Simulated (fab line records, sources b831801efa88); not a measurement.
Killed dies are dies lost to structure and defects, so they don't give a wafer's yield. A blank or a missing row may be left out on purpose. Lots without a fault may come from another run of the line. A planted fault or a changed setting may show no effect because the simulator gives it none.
Problem report in the 8D (eight disciplines) form, filled by code | flow gf180mcu | the parts of the form that need people (team, actions taken, sign-off) are left out

1. THE PROBLEM
MIM_ALCU_RS at GF_MIM_RS_MEAS_10 reads a mean of 0.1907 ohm/sq on 1 wafer of 1 lot; wafers without a fault read 0.1608 ohm/sq with a standard deviation of 0.002. That is +15 standard deviations from the usual mean.
The step: measures by four-point-probe.
First seen on wafer L518.6, day 27 14:28, on film_metro-01. The record holds 30 wafers of 10 lots with a number at this step. Rule for "out", or "out of limits": more than 4 standard deviations from the usual mean. The other wafers with a number count as sound.

2. WHAT IT IS AND WHAT IT IS NOT
question                    | is                | is not
which readings at this step | MIM_ALCU_RS       | -
which lots                  | L518              | L511, L512, L517, L522, L526, L527, L529, L530, L531
which wafers of those lots  | L518.6            | L518.1, L518.4
read on which gauges        | film_metro-01     | film_metro-03, film_metro-04
when                        | from day 27 14:28 | up to then (11 sound wafers); but 18 sound wafers of L522, L526, L527, L529, L530, L531 came after

3. SUSPECTS, AND WHAT RULES EACH OUT
Counting: a tool at a process step up to the reading stays a suspect if it ran every lot that is out. Sound lots after the first of them don't rule it out here, since some wafers of a struck lot are sound.
- the gauge at GF_MIM_RS_MEAS_10: ruled out. All the wafers that are out were read on film_metro-01, but those of them that GF_MIM_METAL_ETCH_19 has rows for are out there too, on other tools.
- rie_diel-04 at GF_V4_ETCH_16 (etches BARC in N2/H2): kept. It ran the lot that is out, L518 (day 27 12:15); its last sound lot up to then is L512 (day 25 12:32).
- pvd_sputter-02 at GF_V4_SPUTTER_22 (material TiN, target thk 10 nm, time 40 s): kept. It ran the lot that is out, L518 (day 27 12:59); its last sound lot up to then is L511 (day 25 12:54).
- cmp-02 at GF_V4_CMP_26 (polishes, stops on SiO2, t overpolish 15 s, target thk 0 nm): kept. It ran the lot that is out, L518 (day 27 13:45); its last sound lot up to then is L517 (day 27 01:31).
- pvd_sputter-04 at GF_MIM_SPUTTER_08 (material AlCu, target thk 200 nm, time 10.6 s): kept. It ran the lot that is out, L518 (day 27 14:25); its last sound lot up to then is L512 (day 25 14:16).
- Within rie_diel-04 at GF_V4_ETCH_16: the wafers that are out ran in chamber 0; their sound lot-mates ran in chambers 2, 3.
Left after counting: rie_diel-04 at GF_V4_ETCH_16, pvd_sputter-02 at GF_V4_SPUTTER_22, cmp-02 at GF_V4_CMP_26, pvd_sputter-04 at GF_MIM_SPUTTER_08.

4. THE CAUSE (what the simulator had put in)
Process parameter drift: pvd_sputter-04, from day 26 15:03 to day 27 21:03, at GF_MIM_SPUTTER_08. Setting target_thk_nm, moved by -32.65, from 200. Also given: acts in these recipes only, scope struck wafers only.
Counting left 4 suspects, and this tool is among them.

5. THE CHAIN OF EFFECTS, in route order
Each row: a reading whose mean over the struck wafers that have a number lies more than 3 standard deviations from the usual. Only readings for which the record gives a usual standard deviation are gone through. hours: the time from each lot's start at the first step in this table that gives one to its start at this step, as a median over the lots. sigmas: the change in usual standard deviations.
hours | step                 | reading            | usual         | on struck wafers | change  | sigmas
0     | GF_MIM_RS_MEAS_10    | MIM_ALCU_RS        | 0.1608 ohm/sq | 0.1907           | +0.0299 | +15
0     | GF_MIM_THK_MEAS_11   | MIM_ALCU_THK       | 197.8 nm      | 169.1            | -28.7   | -11
19    | GF_MIM_METAL_ETCH_19 | oes_product_au     | 0.940 a.u.    | 0.881            | -0.059  | -9.1
19    | GF_MIM_METAL_ETCH_19 | throttle_valve_pct | 28.285 %      | 28.354           | +0.069  | +6.3
The process steps in it:
- GF_MIM_METAL_ETCH_19: etches the open film in Cl2/BCl3, stops on Si3N4, target depth 324.5 nm, time 54.1 s.

6. WHAT WOULD HAVE CAUGHT IT SOONER
In this record the first reading out of limits at a measuring or inspecting step was taken at day 27 14:28, 23 hours after the fault began at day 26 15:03.
Of the tool readings at GF_MIM_SPUTTER_08 for which the record gives a usual standard deviation, none was out on any struck wafer, so an alarm limit of 4 standard deviations on them would not have fired.
All the lots that are out (1) had begun GF_MIM_SPUTTER_08 on pvd_sputter-04 by day 27 14:28. A hold on the tool at that time would have spared none of them.
